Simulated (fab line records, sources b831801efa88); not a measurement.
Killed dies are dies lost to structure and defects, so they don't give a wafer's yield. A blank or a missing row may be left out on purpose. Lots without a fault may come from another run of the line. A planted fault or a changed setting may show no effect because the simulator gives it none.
A struck lot beside a sound one | flow sfq_line | 14 steps out of a route of 325
Sound: wafers L452.2, L452.3, L452.5. Struck: wafers L464.1, L464.2. (L464.5 of the same lot was not struck and is left out.) The cause comes at the end.
At each step with rows: each side's tool, then ch and its chambers, then its first start. Under that, the readings that differ: sound wafers | struck wafers | difference of the means | sigmas: that difference in standard deviations of wafers without a fault.
alike: readings whose means differ by less than 2 such deviations, and words and numbers that are the same on both sides. not compared: withheld readings, readings that some wafer has no value for, bounds like >300 that may hide the same value, and numbers for which the record gives no deviation and whose values overlap.
The two part at a step that has a row with sigmas, a row that says differs or no value, or rows on one side only. Numbers that don't overlap but have no deviation are shown without sigmas and don't part them. A reading that every wafer of one side lacks parts them only if that side has two wafers or more.

first, 2 steps without rows for these wafers: SFQ_TRILAYER_I2_VIA_STRIP_SOLV_CLEAN_072 (cleans in NMP, time 600 s); SFQ_TRILAYER_M3_DEP_PRE_CLEAN_074 (time 22.5 s).
SFQ_TRILAYER_M3_DEP_SPUTTER_073: material Nb, target thk 200 nm, time 133.3 s.
  sound on pvd_sputter-04, day 32 23:15; struck on pvd_sputter-04, day 44 06:34
  alike: resputter_cathode_voltage_v, substrate_temp_c, throttle_valve_pct
SFQ_M3_RS_MEAS_919: measures by four-point-probe.
  sound on film_metro-04, day 32 23:22; struck on film_metro-04, day 44 06:40
  alike: M3_NB_RS
then, 6 steps without rows for these wafers: SFQ_TRILAYER_M3_LITHO_COAT_080 (resist thk 62 nm); SFQ_TRILAYER_M3_LITHO_COAT_075 (resist thk 600 nm); SFQ_TRILAYER_M3_LITHO_SOFTBAKE_079; SFQ_TRILAYER_M3_LITHO_EXPOSE_076 (exposes mask M3, target cd 500 nm); SFQ_TRILAYER_M3_LITHO_PEB_078 (peb time 60 s); SFQ_TRILAYER_M3_LITHO_DEVELOP_077 (time 60 s).
-- the record jumps here: 5 days lie between the struck wafers' starts before and after --
SFQ_M3_OVL_MEAS_921:
  sound on overlay-01, day 33 06:27; struck on overlay-01, day 49 15:09
  alike: M3_OVL
SFQ_TRILAYER_M3_BARC_OPEN_METAL_ETCH_100: etches BARC in O2, target depth 125 nm, time 41.7 s.
  sound on rie_metal-04 ch 0,1, day 33 06:29; struck on rie_metal-01 ch 0,1, day 49 15:11
  reading                                             | sound             | struck      | difference | sigmas
  model.KrF_of_TRILAYER_M3_LITHO_COAT_075.thk_nm (nm) | 523.7 523.7 524.2 | 493.6 496.6 | -28.8      |
  alike: drypump_motor_current_A, oes_product_au, rf_fwd_power_W
  not compared: rf_hours_counter_h
SFQ_TRILAYER_M3_ETCH_METAL_ETCH_078: etches Nb in Cl2/Ar, stops on SiO2, target depth 240 nm, time 120 s.
  sound on rie_metal-04 ch 0,1, day 33 06:32; struck on rie_metal-01 ch 0,1, day 49 15:15
  reading                                             | sound           | struck      | difference | sigmas
  model.KrF_of_TRILAYER_M3_LITHO_COAT_075.thk_nm (nm) | 381.4 383 380.7 | 350.6 356.7 | -28.1      |
  alike: drypump_motor_current_A, oes_product_au, rf_fwd_power_W
  not compared: rf_hours_counter_h
SFQ_TRILAYER_M3_STRIP_STRIP_079: strips in O2.
  sound on rie_metal-04 ch 0,1, day 33 06:40; struck on rie_metal-01 ch 0,1, day 49 15:22
  alike: drypump_motor_current_A, oes_product_au, platen_temp_c
  not compared: rf_hours_counter_h

WHERE THEY PART
Nowhere in this record.

WHY: what the simulator had put in
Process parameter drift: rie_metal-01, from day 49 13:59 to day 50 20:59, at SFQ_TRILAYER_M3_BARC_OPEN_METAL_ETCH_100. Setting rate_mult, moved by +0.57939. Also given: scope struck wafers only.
